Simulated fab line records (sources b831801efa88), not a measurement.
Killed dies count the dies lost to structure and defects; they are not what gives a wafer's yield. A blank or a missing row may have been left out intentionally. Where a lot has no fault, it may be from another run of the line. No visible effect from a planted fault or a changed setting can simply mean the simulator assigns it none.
fab line records    flow gf180mcu
record lots=6  wafers=18  last_day=34
route steps=602 shown DNWELL@39 NWELL@42 LVPWELL@54 MVSD@66 MVPSD@78
lots with no fault: from the same line, run without faults
start_h: the number of hours between the record's first day and the start of the first shown wafer of the lot    wait_h: hours elapsed since this lot's preceding step    " as in the row above    L1.1+2: a single row standing in for several wafers    - no value, or no start given    * or withheld: withheld    < > ~ a bound
route shown NAME@n: NAME is a module with steps in the file, n the number in the route of the first one    usual: mean/standard deviation taken from wafers without a fault    same: alike in all rows    chamber/n: place in a boat    sites: each site's reading    _std_site: standard deviation of those values    _edge_site: inner sites' mean taken away from outer sites' mean    radius_mm: how far each site lies from the wafer's centre    mask NAME#n: copy n    behind: the most recent tool/chamber to have shaped the wafer    hold: cause of the lot's hold/its duration in hours/its outcome    device: whichever transistor did not switch (one of n, p or np)    end of line: tests of these same wafers at the route's end    a step without rows: its recipe alone    killed: the dies lost at the first sort to structure and to defects; this is not the yield of the wafer    map: dies across one wafer; x = killed, . = not, _ = none there
set.NAME: the setting the step ran with; set.NAME@STEP: the setting that earlier step ran with    model.NAME: the simulator's own value behind a step, which no gauge read
lots at some steps of the route; a table a step, a row a wafer
services: when a tool's chamber went out of use (start_h, in hours from the record's first day, below 0 if earlier), for how many hours, and the reason
## steps
# step GF_DNWELL_IMPLANT_07
# recipe species=P  energy_kev=1500  dose_cm2=1e+13  tilt_deg=0
# step GF_DNWELL_STRIP_08
# recipe chemistry=O2/N2  power_w=1400  pressure_mtorr=1500  platen_temp_c=250  o2_flow_sccm=3000  n2_flow_sccm=300  overash_fraction=0.5
# usual drypump_motor_current_A=5.68/0.22  heater_power_w=334/33  oes_product_au=0.723/0.0052  strip_time_to_endpoint_s=36.93/0.11
lot.wafer  tool             chamber  start_h  wait_h  drypump_motor_current_A  heater_power_w  oes_product_au  rf_hours_counter_h  strip_time_to_endpoint_s
L826.4     plasma_asher-01  0        45.08    0.1     5.78                     388             0.721           -                   36.91
L826.5     "                0        "        "       5.79                     385             0.721           -                   36.98
L826.6     "                1        "        "       5.49                     306             0.726           -                   37.00
L827.2     plasma_asher-04  1        50.23    0.1     5.47                     291             0.719           41                  36.91
L827.3     "                1        "        "       5.49                     297             0.722           -                   37.05
L827.4     "                0        "        "       5.81                     337             0.723           -                   36.90
L834.4     plasma_asher-01  1        89.09    0.1     5.49                     293             0.714           -                   36.85
L834.5     "                1        "        "       5.48                     298             0.720           -                   36.92
L834.6     "                0        "        "       5.77                     392             0.726           -                   36.91
L842.1     plasma_asher-02  1        127.19   0.1     5.48                     337             0.733           47                  36.89
L842.2     "                0        "        "       6.27                     333             0.725           47                  36.91
L842.3     "                1        "        "       5.48                     321             0.720           -                   36.89
L843.1     plasma_asher-04  0        133.09   0.1     5.80                     338             0.720           2                   36.79
L843.2     "                1        "        "       5.51                     311             0.724           2                   36.83
L843.3     "                0        "        "       5.80                     340             0.724           -                   36.85
L849.1     plasma_asher-01  0        165.09   0.1     5.83                     383             0.715           52                  36.95
L849.4     "                0        "        "       5.78                     386             0.726           -                   36.94
L849.6     "                0        "        "       5.81                     392             0.727           -                   37.00
# step GF_DNWELL_TW_MEAS_09
# usual DNWELL_TW=1366/14
lot.wafer  tool           chamber  start_h  wait_h  DNWELL_TW
L826.4     film_metro-02  -        45.18    0.1     1371
L826.5     "              -        "        "       1379
L826.6     "              -        "        "       1371
L827.2     film_metro-02  -        50.34    0.1     1365
L827.3     "              -        "        "       1367
L827.4     "              -        "        "       1366
L834.4     film_metro-02  -        89.19    0.1     1357
L834.5     "              -        "        "       1362
L834.6     "              -        "        "       1361
L842.1     film_metro-01  -        127.29   0.1     1362
L842.2     "              -        "        "       1362
L842.3     "              -        "        "       1354
L843.1     film_metro-01  -        133.19   0.1     1354
L843.2     "              -        "        "       1360
L843.3     "              -        "        "       1354
L849.1     film_metro-04  -        165.19   0.1     1383
L849.4     "              -        "        "       1379
L849.6     "              -        "        "       1375
# step GF_NWELL_DEHYDRATE_00
# recipe temp_c=200  time_s=60
# step GF_NWELL_HMDS_01
# recipe prime_time_s=60  prime_temp_c=120
# step GF_NWELL_COAT_02
# recipe spin_rpm=2000  resist_thk_nm=3000
# step GF_NWELL_SOFTBAKE_03
# recipe temp_c=110  time_s=withheld
# step GF_NWELL_EXPOSE_04
# recipe mask_id=Nwell  target_cd_nm=860  na=0.6  source_shape=conventional  sigma_outer=0.6  dose_mj=260
# step GF_NWELL_PEB_05
# recipe temp_c=115  time_s=withheld
# step GF_NWELL_DEVELOP_06
# recipe wall_angle_deg=90  develop_time_s=60  dev_temp_c=23
# step GF_NWELL_OVL_MEAS_07
# usual NWELL_OVL=0.0/1.3
lot.wafer  tool        chamber  start_h  wait_h  NWELL_OVL[nm]
L826.4     overlay-02  -        56.76    -       0.3
L826.5     "           -        "        "       2.0
L826.6     "           -        "        "       1.9
L827.2     overlay-01  -        62.32    -       -1.9
L827.3     "           -        "        "       0.2
L827.4     "           -        "        "       -1.6
L834.4     overlay-02  -        103.56   -       -0.7
L834.5     "           -        "        "       -1.1
L834.6     "           -        "        "       -0.6
L842.1     overlay-02  -        142.29   -       0.0
L842.2     "           -        "        "       0.0
L842.3     "           -        "        "       1.2
L843.1     overlay-01  -        148.51   -       -0.6
L843.2     "           -        "        "       -0.6
L843.3     "           -        "        "       -1.1
L849.1     overlay-01  -        181.89   -       0.7
L849.4     "           -        "        "       1.1
L849.6     "           -        "        "       1.3
# step GF_NWELL_IMPLANT_08
# recipe species=P  energy_kev=450  dose_cm2=1.5e+13  tilt_deg=0
# step GF_NWELL_IMPLANT_09
# recipe species=P  energy_kev=160  dose_cm2=4e+12  tilt_deg=0
# usual beam_energy_keV=160.01/0.04  beam_on_s=10.00/0.19
lot.wafer  tool          chamber  start_h  wait_h  beam_energy_keV  beam_on_s
L826.4     implanter-04  0        57.01    0.1     159.97           10.32
L826.5     "             0        "        "       159.92           9.69
L826.6     "             0        "        "       160.03           10.09
L827.2     implanter-04  0        62.52    0.1     160.00           10.12
L827.3     "             0        "        "       160.00           10.08
L827.4     "             0        "        "       160.03           9.87
L834.4     implanter-01  0        103.81   0.1     159.91           10.29
L834.5     "             0        "        "       159.99           9.63
L834.6     "             0        "        "       160.00           9.96
L842.1     implanter-02  -        142.48   0.1     -                -
L842.2     "             -        "        "       -                -
L842.3     "             -        "        "       -                -
L843.1     implanter-04  -        148.70   0.1     -                -
L843.2     "             -        "        "       -                -
L843.3     "             -        "        "       -                -
L849.1     implanter-02  0        182.08   0.1     160.00           10.19
L849.4     "             0        "        "       160.02           10.06
L849.6     "             0        "        "       160.06           10.21
# step GF_NWELL_STRIP_10
# recipe chemistry=O2/N2  power_w=1400  pressure_mtorr=1500  platen_temp_c=250  o2_flow_sccm=3000  n2_flow_sccm=300  overash_fraction=0.5
# usual drypump_motor_current_A=5.8/0.33  heater_power_w=321/15  oes_product_au=0.723/0.0041  strip_time_to_endpoint_s=36.96/0.12
lot.wafer  tool             chamber  start_h  wait_h  drypump_motor_current_A  heater_power_w  oes_product_au  rf_hours_counter_h  strip_time_to_endpoint_s
L826.4     plasma_asher-02  0        57.11    0.1     6.1                      327             0.722           -                   37.18
L826.5     "                0        "        "       6.2                      334             0.724           -                   37.12
L826.6     "                1        "        "       5.5                      330             0.727           -                   37.02
L827.2     plasma_asher-03  1        62.65    0.1     5.5                      315             0.727           23                  37.02
L827.3     "                1        "        "       5.5                      332             0.720           -                   36.84
L827.4     "                0        "        "       6.2                      294             0.721           -                   36.92
L834.4     plasma_asher-03  0        103.91   0.1     6.1                      297             0.725           -                   36.80
L834.5     "                1        "        "       5.4                      326             0.717           -                   36.90
L834.6     "                0        "        "       6.2                      305             0.729           -                   36.88
L842.1     plasma_asher-04  1        142.63   0.1     5.5                      320             0.723           3                   36.82
L842.2     "                0        "        "       5.8                      344             0.719           3                   36.92
L842.3     "                0        "        "       5.8                      329             0.719           -                   36.96
L843.1     plasma_asher-03  0        148.85   0.1     6.2                      294             0.724           32                  37.03
L843.2     "                1        "        "       5.4                      336             0.722           32                  36.92
L843.3     "                0        "        "       6.2                      294             0.728           -                   37.00
L849.1     plasma_asher-03  0        182.23   0.1     6.2                      299             0.723           36                  36.99
L849.4     "                0        "        "       6.2                      307             0.726           -                   37.05
L849.6     "                1        "        "       5.5                      330             0.721           -                   36.97
# step GF_NWELL_TW_MEAS_11
# usual NWELL_TW=1582/20
lot.wafer  tool           chamber  start_h  wait_h  NWELL_TW
L826.4     film_metro-02  -        57.21    0.1     1590
L826.5     "              -        "        "       1591
L826.6     "              -        "        "       1589
L827.2     film_metro-02  -        62.76    0.1     1605
L827.3     "              -        "        "       1600
L827.4     "              -        "        "       1595
L834.4     film_metro-03  -        104.01   0.1     1568
L834.5     "              -        "        "       1562
L834.6     "              -        "        "       1565
L842.1     film_metro-02  -        142.73   0.1     1511
L842.2     "              -        "        "       1505
L842.3     "              -        "        "       1504
L843.1     film_metro-04  -        148.95   0.1     1529
L843.2     "              -        "        "       1530
L843.3     "              -        "        "       1535
L849.1     film_metro-04  -        182.33   0.1     1615
L849.4     "              -        "        "       1618
L849.6     "              -        "        "       1618
# step GF_LVPWELL_DEHYDRATE_00
# recipe temp_c=200  time_s=60
# step GF_LVPWELL_HMDS_01
# recipe prime_time_s=60  prime_temp_c=120
# step GF_LVPWELL_COAT_02
# recipe spin_rpm=2000  resist_thk_nm=3000
# step GF_LVPWELL_SOFTBAKE_03
# recipe temp_c=110  time_s=withheld
# step GF_LVPWELL_EXPOSE_04
# recipe mask_id=LVPWELL  target_cd_nm=600  na=0.6  source_shape=conventional  sigma_outer=0.6  dose_mj=260
# step GF_LVPWELL_PEB_05
# recipe temp_c=115  time_s=withheld
# step GF_LVPWELL_DEVELOP_06
# recipe wall_angle_deg=90  develop_time_s=60  dev_temp_c=23
# step GF_LVPWELL_OVL_MEAS_07
# usual LVPWELL_OVL=0.2/1.4
lot.wafer  tool        chamber  start_h  wait_h  LVPWELL_OVL[nm]
L826.4     overlay-01  -        70.15    -       2.3
L826.5     "           -        "        "       1.0
L826.6     "           -        "        "       0.8
L827.2     overlay-02  -        75.48    -       -0.3
L827.3     "           -        "        "       -0.1
L827.4     "           -        "        "       1.5
L834.4     overlay-01  -        118.33   -       1.4
L834.5     "           -        "        "       0.7
L834.6     "           -        "        "       1.7
L842.1     overlay-02  -        158.48   -       1.4
L842.2     "           -        "        "       1.3
L842.3     "           -        "        "       1.2
L843.1     overlay-01  -        164.41   -       1.0
L843.2     "           -        "        "       1.4
L843.3     "           -        "        "       0.1
L849.1     overlay-01  -        198.56   -       0.0
L849.4     "           -        "        "       -0.2
L849.6     "           -        "        "       0.5
# step GF_LVPWELL_IMPLANT_08
# recipe species=B  energy_kev=173.1  dose_cm2=1.5e+13  tilt_deg=0
# step GF_LVPWELL_IMPLANT_09
# recipe species=B  energy_kev=60  dose_cm2=5e+12  tilt_deg=0
# step GF_LVPWELL_STRIP_10
# recipe chemistry=O2/N2  power_w=1400  pressure_mtorr=1500  platen_temp_c=250  o2_flow_sccm=3000  n2_flow_sccm=300  overash_fraction=0.5
# usual drypump_motor_current_A=5.8/0.33  heater_power_w=327/28  oes_product_au=0.722/0.0045  strip_time_to_endpoint_s=36.92/0.078
lot.wafer  tool             chamber  start_h  wait_h  drypump_motor_current_A  heater_power_w  oes_product_au  rf_hours_counter_h  strip_time_to_endpoint_s
L826.4     plasma_asher-02  1        70.50    0.1     5.5                      328             0.719           -                   36.99
L826.5     "                0        "        "       6.2                      330             0.717           -                   37.07
L826.6     "                1        "        "       5.5                      332             0.711           -                   37.01
L827.2     plasma_asher-03  0        75.81    0.1     6.2                      298             0.729           24                  36.98
L827.3     "                0        "        "       6.2                      302             0.721           -                   36.99
L827.4     "                1        "        "       5.4                      326             0.725           -                   36.97
L834.4     plasma_asher-01  0        118.68   0.1     5.8                      378             0.718           -                   36.94
L834.5     "                1        "        "       5.5                      288             0.725           -                   36.97
L834.6     "                0        "        "       5.8                      387             0.728           -                   37.00
L842.1     plasma_asher-03  1        158.81   0.1     5.5                      330             0.715           33                  37.00
L842.2     "                0        "        "       6.1                      293             0.730           33                  37.09
L842.3     "                1        "        "       5.5                      334             0.717           -                   36.99
L843.1     plasma_asher-03  0        164.75   0.1     6.2                      296             0.731           34                  36.93
L843.2     "                1        "        "       5.5                      325             0.724           34                  36.80
L843.3     "                1        "        "       5.4                      327             0.721           -                   36.94
L849.1     plasma_asher-03  1        198.93   0.1     5.4                      331             0.722           37                  36.96
L849.4     "                1        "        "       5.5                      327             0.718           -                   36.86
L849.6     "                0        "        "       6.2                      299             0.720           -                   36.97
# step GF_LVPWELL_TW_MEAS_11
# usual LVPWELL_TW=565/7.9
lot.wafer  tool           chamber  start_h  wait_h  LVPWELL_TW
L826.4     film_metro-02  -        70.59    0.1     567
L826.5     "              -        "        "       568
L826.6     "              -        "        "       570
L827.2     film_metro-02  -        75.92    0.1     566
L827.3     "              -        "        "       562
L827.4     "              -        "        "       562
L834.4     film_metro-03  -        118.78   0.1     559
L834.5     "              -        "        "       561
L834.6     "              -        "        "       561
L842.1     film_metro-03  -        158.91   0.1     552
L842.2     "              -        "        "       552
L842.3     "              -        "        "       556
L843.1     film_metro-02  -        164.85   0.1     566
L843.2     "              -        "        "       560
L843.3     "              -        "        "       561
L849.1     film_metro-04  -        199.03   0.1     577
L849.4     "              -        "        "       573
L849.6     "              -        "        "       574
# step GF_MVSD_DEHYDRATE_00
# recipe temp_c=200  time_s=60
# step GF_MVSD_HMDS_01
# recipe prime_time_s=60  prime_temp_c=120
# step GF_MVSD_COAT_02
# recipe spin_rpm=2000  resist_thk_nm=3000
# step GF_MVSD_SOFTBAKE_03
# recipe temp_c=110  time_s=withheld
# step GF_MVSD_EXPOSE_04
# recipe mask_id=MVSD  target_cd_nm=1000  na=0.6  source_shape=conventional  sigma_outer=0.6  dose_mj=260
# step GF_MVSD_PEB_05
# recipe temp_c=115  time_s=withheld
# step GF_MVSD_DEVELOP_06
# recipe wall_angle_deg=90  develop_time_s=60  dev_temp_c=23
# step GF_MVSD_OVL_MEAS_07
# usual MVSD_OVL=-0.5/1.4
lot.wafer  tool        chamber  start_h  wait_h  MVSD_OVL[nm]
L826.4     overlay-01  -        84.41    -       0.3
L826.5     "           -        "        "       1.3
L826.6     "           -        "        "       -1.0
L827.2     overlay-01  -        89.33    -       -1.2
L827.3     "           -        "        "       -2.5
L827.4     "           -        "        "       -1.1
L834.4     overlay-02  -        133.31   -       0.8
L834.5     "           -        "        "       2.2
L834.6     "           -        "        "       1.6
L842.1     overlay-01  -        175.04   -       0.6
L842.2     "           -        "        "       -0.4
L842.3     "           -        "        "       0.2
L843.1     overlay-02  -        181.34   -       2.6
L843.2     "           -        "        "       1.7
L843.3     "           -        "        "       1.9
L849.1     overlay-01  -        216.62   -       -0.2
L849.4     "           -        "        "       1.7
L849.6     "           -        "        "       -1.6
# step GF_MVSD_IMPLANT_08
# recipe species=P  energy_kev=400  dose_cm2=1.6e+13  tilt_deg=0
# step GF_MVSD_IMPLANT_09
# recipe species=P  energy_kev=100  dose_cm2=5e+12  tilt_deg=0
# step GF_MVSD_STRIP_10
# recipe chemistry=O2/N2  power_w=1400  pressure_mtorr=1500  platen_temp_c=250  o2_flow_sccm=3000  n2_flow_sccm=300  overash_fraction=0.5
# usual drypump_motor_current_A=5.69/0.25  heater_power_w=331/36  oes_product_au=0.724/0.0045  strip_time_to_endpoint_s=36.93/0.1
lot.wafer  tool             chamber  start_h  wait_h  drypump_motor_current_A  heater_power_w  oes_product_au  rf_hours_counter_h  strip_time_to_endpoint_s
L826.4     plasma_asher-01  1        84.76    0.1     5.50                     303             0.730           -                   37.01
L826.5     "                1        "        "       5.49                     297             0.731           -                   36.97
L826.6     "                0        "        "       5.78                     388             0.725           -                   36.99
L827.2     plasma_asher-01  1        89.66    0.1     5.51                     292             0.720           44                  37.01
L827.3     "                0        "        "       5.77                     397             0.731           -                   37.04
L827.4     "                1        "        "       5.48                     296             0.714           -                   37.01
L834.4     plasma_asher-03  0        133.66   0.1     6.16                     307             0.722           -                   36.84
L834.5     "                1        "        "       5.44                     316             0.727           -                   36.84
L834.6     "                0        "        "       6.16                     300             0.723           -                   36.87
L842.1     plasma_asher-03  0        175.38   0.1     6.20                     313             0.720           35                  36.87
L842.2     "                1        "        "       5.44                     324             0.715           35                  36.82
L842.3     "                0        "        "       6.19                     301             0.728           -                   36.86
L843.1     plasma_asher-04  0        181.68   0.1     5.80                     333             0.726           7                   36.91
L843.2     "                1        "        "       5.51                     315             0.723           7                   36.89
L843.3     "                1        "        "       5.48                     319             0.724           -                   36.96
L849.1     plasma_asher-01  0        216.96   0.1     5.76                     385             0.718           58                  36.87
L849.4     "                0        "        "       5.77                     380             0.727           -                   37.08
L849.6     "                1        "        "       5.48                     308             0.727           -                   36.93
# step GF_MVSD_TW_MEAS_11
# usual MVSD_TW=1593/19
lot.wafer  tool           chamber  start_h  wait_h  MVSD_TW
L826.4     film_metro-03  -        84.86    0.1     1587
L826.5     "              -        "        "       1581
L826.6     "              -        "        "       1580
L827.2     film_metro-03  -        89.77    0.1     1587
L827.3     "              -        "        "       1574
L827.4     "              -        "        "       1574
L834.4     film_metro-02  -        133.76   0.1     1595
L834.5     "              -        "        "       1580
L834.6     "              -        "        "       1585
L842.1     film_metro-04  -        175.48   0.1     1609
L842.2     "              -        "        "       1613
L842.3     "              -        "        "       1606
L843.1     film_metro-02  -        181.78   0.1     1588
L843.2     "              -        "        "       1591
L843.3     "              -        "        "       1585
L849.1     film_metro-02  -        217.06   0.1     1575
L849.4     "              -        "        "       1580
L849.6     "              -        "        "       1573
# step GF_MVPSD_DEHYDRATE_00
# recipe temp_c=200  time_s=60
# step GF_MVPSD_HMDS_01
# recipe prime_time_s=60  prime_temp_c=120
# step GF_MVPSD_COAT_02
# recipe spin_rpm=2000  resist_thk_nm=3000
# step GF_VT_IMPLANT_RS_MEAS_47
# recipe thk_meas_gauge=four-point-probe
# usual NWELL_RS=487.4/1.2
lot.wafer  tool           chamber  start_h  wait_h  NWELL_RS[ohm/sq]
L826.4     film_metro-03  -        159.87   0.1     487.4
L826.5     "              -        "        "       486.8
L826.6     "              -        "        "       486.8
L827.2     film_metro-04  -        165.93   0.1     487.4
L827.3     "              -        "        "       486.8
L827.4     "              -        "        "       488.7
L834.4     film_metro-03  -        217.29   0.1     487.9
L834.5     "              -        "        "       488.3
L834.6     "              -        "        "       489.4
L842.1     film_metro-03  -        265.21   0.1     -
L842.2     "              -        "        "       -
L842.3     "              -        "        "       -
L843.1     film_metro-04  -        271.96   0.1     -
L843.2     "              -        "        "       -
L843.3     "              -        "        "       -
L849.1     film_metro-03  -        302.26   0.1     486.0
L849.4     "              -        "        "       487.6
L849.6     "              -        "        "       486.1
## services
tool             chamber  start_h  hours  kind
implanter-02     -        29.52    2.0    repair
implanter-01     -        31.20    2.7    repair
implanter-01     -        53.42    5.2    repair
implanter-02     -        54.63    3.9    repair
plasma_asher-02  -        83.74    0.8    repair
plasma_asher-03  -        93.81    5.3    repair
implanter-02     -        94.16    1.5    repair
implanter-01     -        95.24    5.4    repair
plasma_asher-04  -        96.01    2.8    pm
implanter-02     -        100.21   3.5    pm
plasma_asher-04  -        108.75   9.0    pm
plasma_asher-04  0        108.75   9.0    vent_cycle
plasma_asher-04  1        108.75   9.0    vent_cycle
plasma_asher-04  0        117.75   -      clean
plasma_asher-04  1        117.75   -      clean
plasma_asher-01  -        121.49   13.7   repair
plasma_asher-02  -        135.14   14.6   pm
implanter-02     -        150.33   4.8    pm
plasma_asher-04  -        157.97   3.4    repair
plasma_asher-02  -        189.21   3.8    repair
implanter-02     -        192.28   3.3    repair
plasma_asher-02  -        195.15   5.9    repair
## key
first_sign step=GF_NWELL_IMPLANT_09  reading=tool_record  direction=missing
effect step=GF_NWELL_TW_MEAS_11  reading=NWELL_TW  direction=down  sigmas=3.2  usual=1582  struck=1519
effect step=GF_VT_IMPLANT_RS_MEAS_47  reading=NWELL_RS  direction=missing
met_at GF_NWELL_IMPLANT_09
struck_wafers L842.1,L842.2,L842.3,L843.1,L843.2,L843.3
later_rows_left_out L842.1,L842.2,L842.3,L843.1,L843.2,L843.3
sort_left_out L842.1,L842.2,L842.3,L843.1,L843.2,L843.3
tester_left_out L842,L843
onset_between 62.52 142.48
fault kind=skipped_step_whole  tool=implanter-02,implanter-04  chamber=-  onset_h=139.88  steps=GF_NWELL_IMPLANT_09  scope=struck_lots_only
# tester_left_out: of these lots the tester's yield and bins aren't shown, on N5 and GAA mostly nor the transistor test; their killed dies are dies lost to structure and defects alone, not to doping, threshold or leakage, so they don't give the yield
# sort_left_out: the simulated sort isn't trusted on such a fault, so these wafers' sort isn't shown, and their yield isn't known
# later_rows_left_out: the simulator's readings of these wafers behind a module that went badly wrong aren't trusted and aren't shown, but for the sort
